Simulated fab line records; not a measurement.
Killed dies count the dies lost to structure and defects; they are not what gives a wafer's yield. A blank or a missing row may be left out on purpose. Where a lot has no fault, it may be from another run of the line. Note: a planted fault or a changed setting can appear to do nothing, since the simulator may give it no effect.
The tool behind it: which one? | flow gf180mcu | 10 lots with 30 wafers sampled at 5 steps, on a route of 602 steps

## WHAT THE GAUGES SHOWED, per wafer
GF_PSD_TW_MEAS_11.
lot  | measured     | on            | PSD_TW
L892 | day 14 09:50 | film-metro-02 | 3148 3157 3165
L893 | day 15 02:28 | film-metro-02 | 3170 3161 3161
L899 | day 17 22:31 | film-metro-02 | 3080 3083 3077
L900 | day 18 08:10 | film-metro-02 | 3089 3081 3070
L901 | day 18 08:19 | film-metro-03 | 3117 3104 3123
L906 | day 19 22:28 | film-metro-03 | 3165 3169 3159
L908 | day 20 15:13 | film-metro-04 | 3170 3173 3175
L911 | day 21 08:08 | film-metro-03 | 3183 3191 3176
L912 | day 21 15:11 | film-metro-03 | 3191 3175 3174
L913 | day 22 00:04 | film-metro-03 | 3144 3151 3170

GF_PSD_RS_MEAS_15: uses a four-point probe to measure.
lot  | measured     | on            | PSD_RS (ohm/sq)
L892 | day 14 10:10 | film-metro-03 | 108.25 108.53 108.68
L893 | day 15 02:47 | film-metro-04 | 109.07 109.01 109.16
L899 | day 17 22:50 | film-metro-02 | 112.07 112.09 112.22
L900 | day 18 08:29 | film-metro-02 | 112.10 111.73 111.88
L901 | day 18 08:37 | film-metro-03 | 112.02 111.81 111.88
L906 | day 19 22:48 | film-metro-04 | 108.79 108.50 108.61
L908 | day 20 15:36 | film-metro-03 | 108.76 108.50 108.61
L911 | day 21 08:32 | film-metro-04 | 109.41 109.16 109.27
L912 | day 21 15:30 | film-metro-02 | 108.38 108.55 108.39
L913 | day 22 00:22 | film-metro-04 | 109.13 108.39 108.89

GF_CONTACT_THK_MEAS_26: measures by xrf.
lot  | measured     | on            | CONTACT_W_THK (nm)
L892 | day 16 08:25 | film-metro-03 | 297 293 292
L893 | day 17 01:12 | film-metro-02 | 299 303 302
L899 | day 20 01:41 | film-metro-03 | 304 299 303
L900 | day 20 12:21 | film-metro-01 | 300 299 305
L901 | day 20 12:35 | film-metro-01 | 301 303 302
L906 | day 22 02:10 | film-metro-02 | 304 295 300
L908 | day 22 18:36 | film-metro-02 | 298 301 298
L911 | day 23 09:53 | film-metro-01 | 300 309 299
L912 | day 23 16:12 | film-metro-03 | 304 301 301
L913 | day 24 01:14 | film-metro-02 | 304 303 307

## EACH LOT AND THE TOOL THAT RAN IT (in order: tool; ch and the chambers of the sampled wafers; start)
lot  | GF_PSD_IMPLANT_09               | GF_PSD_STRIP_10
L892 | implanter-04 ch 0, day 14 09:37 | plasma-asher-02 ch 0,1, day 14 09:44
L893 | implanter-02 ch 0, day 15 02:14 | plasma-asher-02 ch 0,1, day 15 02:22
L899 | implanter-02 ch 0, day 17 22:17 | plasma-asher-03 ch 0,1, day 17 22:25
L900 | implanter-02 ch 0, day 18 07:56 | plasma-asher-03 ch 0,1, day 18 08:04
L901 | implanter-02 ch 0, day 18 08:04 | plasma-asher-02 ch 0,1, day 18 08:13
L906 | implanter-03 ch 0, day 19 22:13 | plasma-asher-01 ch 0,1, day 19 22:22
L908 | implanter-03 ch 0, day 20 14:58 | plasma-asher-02 ch 0,1, day 20 15:07
L911 | implanter-03 ch 0, day 21 07:53 | plasma-asher-03 ch 0,1, day 21 08:02
L912 | implanter-03 ch 0, day 21 14:55 | plasma-asher-03 ch 0,1, day 21 15:02
L913 | implanter-02 ch 0, day 21 23:49 | plasma-asher-01 ch 0,1, day 21 23:58
- GF_PSD_IMPLANT_09
- GF_PSD_STRIP_10: strips in O2/N2.

## AS READ BY THE TOOLS THEMSELVES (means over the sampled wafers that have a number; for cases with no such wafer, the mark the record gives instead)
GF_PSD_IMPLANT_09.
lot  | tool         | dose-ions-cm2 | faraday-current-uA
L892 | implanter-04 | 1.5008e+15    | 8380
L893 | implanter-02 | 1.5002e+15    | 8470
L899 | implanter-02 | 1.3770e+15    | 7556
L900 | implanter-02 | 1.3782e+15    | 7485
L901 | implanter-02 | 1.3764e+15    | 7611
L906 | implanter-03 | 1.4989e+15    | 8171
L908 | implanter-03 | 1.5054e+15    | 8190
L911 | implanter-03 | 1.4997e+15    | 8238
L912 | implanter-03 | 1.4990e+15    | 8231
L913 | implanter-02 | 1.4996e+15    | 8356

GF_PSD_STRIP_10.
lot  | tool            | drypump-motor-current-A (A) | heater-power-w (W) | oes-product-au (a.u.) | strip-time-to-endpoint-s (s)
L892 | plasma-asher-02 | 5.67                        | 336                | 0.595                 | 16.46
L893 | plasma-asher-02 | 5.70                        | 335                | 0.591                 | 16.58
L899 | plasma-asher-03 | 5.68                        | 370                | 0.598                 | 16.26
L900 | plasma-asher-03 | 5.69                        | 362                | 0.596                 | 16.25
L901 | plasma-asher-02 | 5.84                        | 327                | 0.602                 | 16.28
L906 | plasma-asher-01 | 5.27                        | 331                | 0.593                 | 16.50
L908 | plasma-asher-02 | 5.85                        | 325                | 0.588                 | 16.44
L911 | plasma-asher-03 | 5.63                        | 372                | 0.590                 | 16.51
L912 | plasma-asher-03 | 5.70                        | 368                | 0.590                 | 16.46
L913 | plasma-asher-01 | 5.33                        | 323                | 0.591                 | 16.54

## THE ANSWER, worked out from the rows above alone
Rule: what is usual is taken from the lots themselves. Put in order of their means at a reading, lots are off if they are a third of the lots or fewer, leave a main group of 4 or more, and stand apart from it by a gap of 3 or more times the standard deviation of the main group's means; of several such gaps the widest counts. Not used: any main group whose means are identical at the precision the tables above print for the reading. Also off: a lot with no number at a reading for which 4 or more lots have one. All remaining lots with rows at the step are treated as sound. First the gauges in route order, then the tools' own readings, where a lot's mean is used as printed above. At the first step where some lot is off, the reading lying furthest off is the one used; lots without a number count as furthest.
Off: L899, L900, L901, at GF_PSD_TW_MEAS_11 (PSD_TW). Mean 3168 and standard deviation 10 in the main group.
If a tool, at a process step before that reading, ran all the lots that are off and no sound lot after the first of them, it fits. The gauges at GF_PSD_TW_MEAS_11 aren't tried: what is off there is off at GF_PSD_IMPLANT_09 too, on other tools, and a gauge's error can't cause that. None of those tried fits.

## WHAT THE SIMULATOR HAD PUT IN
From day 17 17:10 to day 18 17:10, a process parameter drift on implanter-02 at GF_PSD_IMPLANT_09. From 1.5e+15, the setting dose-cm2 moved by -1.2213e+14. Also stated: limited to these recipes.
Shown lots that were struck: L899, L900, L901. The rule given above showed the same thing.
